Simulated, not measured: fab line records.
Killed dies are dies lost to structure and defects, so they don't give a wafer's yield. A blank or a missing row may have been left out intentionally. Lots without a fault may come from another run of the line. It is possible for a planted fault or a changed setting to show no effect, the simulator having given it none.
Which tool is to blame? ; flow sky130 ; Sampling: 15 lots, 45 wafers, 5 of 708 route steps

== WHAT THE GAUGES SHOWED, per wafer ==
SKY_VIA4_RS_MEAS_19: uses a four-point probe to measure. Usual: VIA4_W_RS 0.2278 ohm/sq, standard deviation 0.0021.
lot;measured;on;VIA4_W_RS (ohm/sq);flag
L768;day 42 17:43;film-metro-03;0.2239 0.2272 0.2254;
L769;day 42 21:16;film-metro-03;0.2310 0.2310 0.2295;
L774;day 44 09:14;film-metro-04;0.2316 0.2271 0.2255;
L775;day 44 20:04;film-metro-01;0.2266 0.2259 0.2281;
L776;day 45 06:35;film-metro-03;0.2271 0.2267 0.2253;
L778;day 45 15:29;film-metro-03;0.2284 0.2280 0.2276;
L779;day 45 17:10;film-metro-04;0.2304 0.2271 0.2274;
L780;day 46 04:55;film-metro-01;0.2281 0.2306 0.2261;
L781;day 46 10:31;film-metro-04;0.2296 0.2300 0.2286;
L783;day 46 21:15;film-metro-01;57.686 59.197 58.004;OFF
L784;day 47 03:01;film-metro-03;57.969 58.988 58.415;OFF
L785;day 47 08:29;film-metro-03;57.073 56.448 55.982;OFF
L786;day 47 11:01;film-metro-04;0.2313 0.2309 0.2269;
L788;day 48 03:16;film-metro-03;0.2270 0.2273 0.2295;
L789;day 48 04:26;film-metro-04;0.2291 0.2285 0.2304;

SKY_VIA4_THK_MEAS_20: measures by xrf. Usual: VIA4_W_THK 518 nm, standard deviation 7.
lot;measured;on;VIA4_W_THK (nm);flag
L768;day 42 17:50;film-metro-03;531 526 528;
L769;day 42 21:22;film-metro-03;513 511 516;
L774;day 44 09:20;film-metro-04;504 513 519;
L775;day 44 20:11;film-metro-01;522 527 522;
L776;day 45 06:41;film-metro-03;519 517 523;
L778;day 45 15:36;film-metro-03;516 520 519;
L779;day 45 17:17;film-metro-04;508 515 515;
L780;day 46 05:02;film-metro-01;523 514 527;
L781;day 46 10:37;film-metro-04;507 508 510;
L783;day 46 21:22;film-metro-01;- <0 -;OFF
L784;day 47 03:07;film-metro-03;<0 <0 <0;OFF
L785;day 47 08:35;film-metro-03;<0 - <0;OFF
L786;day 47 11:08;film-metro-04;506 506 516;
L788;day 48 03:23;film-metro-03;515 516 510;
L789;day 48 04:32;film-metro-04;511 512 509;

== WHAT TOOL EACH LOT RAN ON (gives the tool, then ch and the chambers of the sampled wafers, and finally the start) ==
lot;SKY_VIA4_ETCH_12;SKY_VIA4_SPUTTER_17;SKY_VIA4_CVD_18
L768;rie-diel-01 ch 1,2,3, day 42 16:48;pvd-sputter-03, day 42 17:29;cvd-w-02 ch 0,1, day 42 17:34
L769;rie-diel-02 ch 1,3, day 42 20:17;pvd-sputter-01, day 42 21:01;cvd-w-01 ch 0,1, day 42 21:05
L774;rie-diel-01 ch 0,1,3, day 44 08:18;pvd-sputter-02, day 44 08:59;cvd-w-01 ch 0,1, day 44 09:04
L775;rie-diel-03 ch 0,1,3, day 44 19:11;pvd-sputter-01, day 44 19:51;cvd-w-02 ch 0,1, day 44 19:55
L776;rie-diel-01 ch 0,2, day 45 05:30;pvd-sputter-03, day 45 06:21;cvd-w-02 ch 0,1, day 45 06:25
L778;rie-diel-01 ch 1,2,3, day 45 14:35;pvd-sputter-01, day 45 15:15;cvd-w-01 ch 0,1, day 45 15:19
L779;rie-diel-02 ch 1,2,3, day 45 16:15;pvd-sputter-01, day 45 16:57;cvd-w-01 ch 0,1, day 45 17:01
L780;rie-diel-03 ch 0,1,3, day 46 04:02;pvd-sputter-01, day 46 04:41;cvd-w-01 ch 0,1, day 46 04:45
L781;rie-diel-03 ch 0,2, day 46 09:36;pvd-sputter-02, day 46 10:16;cvd-w-01 ch 0,1, day 46 10:23
L783;rie-diel-03 ch 1,2,3, day 46 20:20;pvd-sputter-01, day 46 21:02;cvd-w-01 ch 0,1, day 46 21:06
L784;rie-diel-03 ch 0,1, day 47 02:05;pvd-sputter-01, day 47 02:47;cvd-w-01 ch 0,1, day 47 02:50
L785;rie-diel-02 ch 0,2,3, day 47 07:35;pvd-sputter-01, day 47 08:15;cvd-w-01 ch 0,1, day 47 08:19
L786;rie-diel-03 ch 0,2,3, day 47 10:06;pvd-sputter-03, day 47 10:48;cvd-w-01 ch 0,1, day 47 10:52
L788;rie-diel-01 ch 2, day 48 02:20;pvd-sputter-01, day 48 03:02;cvd-w-01 ch 0,1, day 48 03:06
L789;rie-diel-03 ch 0,1,3, day 48 03:29;pvd-sputter-02, day 48 04:11;cvd-w-02 ch 0,1, day 48 04:17
- SKY_VIA4_ETCH_12: etches SiO2 in C4F8/O2/Ar, stops on TiN, target depth 580 nm.
- SKY_VIA4_SPUTTER_17: material TiN, target thk 20 nm, time 80 s.
- SKY_VIA4_CVD_18: deposits W, target thk 505 nm, time 152.14 s.

== WHAT THE TOOLS THEMSELVES READ (means of the sampled wafers that have a number; where no wafer has one, the mark that the record gives instead) ==
SKY_VIA4_ETCH_12. Usual: oes-product-au 0.925 a.u., standard deviation 0.0045.
lot;tool;oes-product-au (a.u.);flag
L768;rie-diel-01;0.928;
L769;rie-diel-02;0.924;
L774;rie-diel-01;0.923;
L775;rie-diel-03;0.924;
L776;rie-diel-01;0.923;
L778;rie-diel-01;0.925;
L779;rie-diel-02;0.926;
L780;rie-diel-03;0.930;
L781;rie-diel-03;0.926;
L783;rie-diel-03;0.925;
L784;rie-diel-03;0.926;
L785;rie-diel-02;0.928;
L786;rie-diel-03;0.925;
L788;rie-diel-01;0.920;
L789;rie-diel-03;0.922;

SKY_VIA4_SPUTTER_17. Usual: throttle-valve-pct 30.4 %, standard deviation 0.85.
lot;tool;throttle-valve-pct (%);flag
L768;pvd-sputter-03;30.4;
L769;pvd-sputter-01;30.4;
L774;pvd-sputter-02;31.3;
L775;pvd-sputter-01;30.3;
L776;pvd-sputter-03;30.4;
L778;pvd-sputter-01;30.1;
L779;pvd-sputter-01;30.1;
L780;pvd-sputter-01;30.0;
L781;pvd-sputter-02;31.2;
L783;pvd-sputter-01;30.4;
L784;pvd-sputter-01;30.3;
L785;pvd-sputter-01;30.1;
L786;pvd-sputter-03;30.3;
L788;pvd-sputter-01;30.0;
L789;pvd-sputter-02;32.3;

SKY_VIA4_CVD_18. Usual: chamber-pressure-Torr 40.00 Torr, standard deviation 0.086; heater-power-outer-w 510 W, standard deviation 19; heater-power-w 861 W, standard deviation 29.
lot;tool;chamber-pressure-Torr (Torr);heater-power-outer-w (W);heater-power-w (W);flag
L768;cvd-w-02;40.03;503;818;
L769;cvd-w-01;40.00;510;870;
L774;cvd-w-01;39.89;507;869;
L775;cvd-w-02;39.92;522;840;
L776;cvd-w-02;40.02;503;813;
L778;cvd-w-01;39.98;508;878;
L779;cvd-w-01;39.98;518;874;
L780;cvd-w-01;40.02;523;861;
L781;cvd-w-01;39.94;508;865;
L783;cvd-w-01;-;-;-;OFF
L784;cvd-w-01;-;-;-;OFF
L785;cvd-w-01;-;-;-;OFF
L786;cvd-w-01;40.09;511;884;
L788;cvd-w-01;39.98;510;876;
L789;cvd-w-02;40.05;507;841;

== THE ANSWER, worked out from the rows above alone ==
Rule: a lot is off if the mean of its wafers that have a number lies more than 3 standard deviations from the usual mean. Also off: a lot with no number at a reading for which 4 or more lots have one. All remaining lots with rows at the step are treated as sound. After the gauges, taken in route order, come the tools' own readings; for these a lot's mean is taken, as printed above. At the first step where some lot is off, the reading lying furthest off is the one used; lots without a number count as furthest.
Off: L783, L784, L785, at SKY_VIA4_RS_MEAS_19 (VIA4_W_RS).
A tool fits if, at a process step before that reading, it ran every lot that is off, and no sound lot after the first of them. The gauges at SKY_VIA4_RS_MEAS_19 aren't tried: what is off there is off at SKY_VIA4_CVD_18 too, on other tools, and a gauge's error can't cause that. Not one of the candidates tried fits.

== WHAT WAS PUT IN BY THE SIMULATOR ==
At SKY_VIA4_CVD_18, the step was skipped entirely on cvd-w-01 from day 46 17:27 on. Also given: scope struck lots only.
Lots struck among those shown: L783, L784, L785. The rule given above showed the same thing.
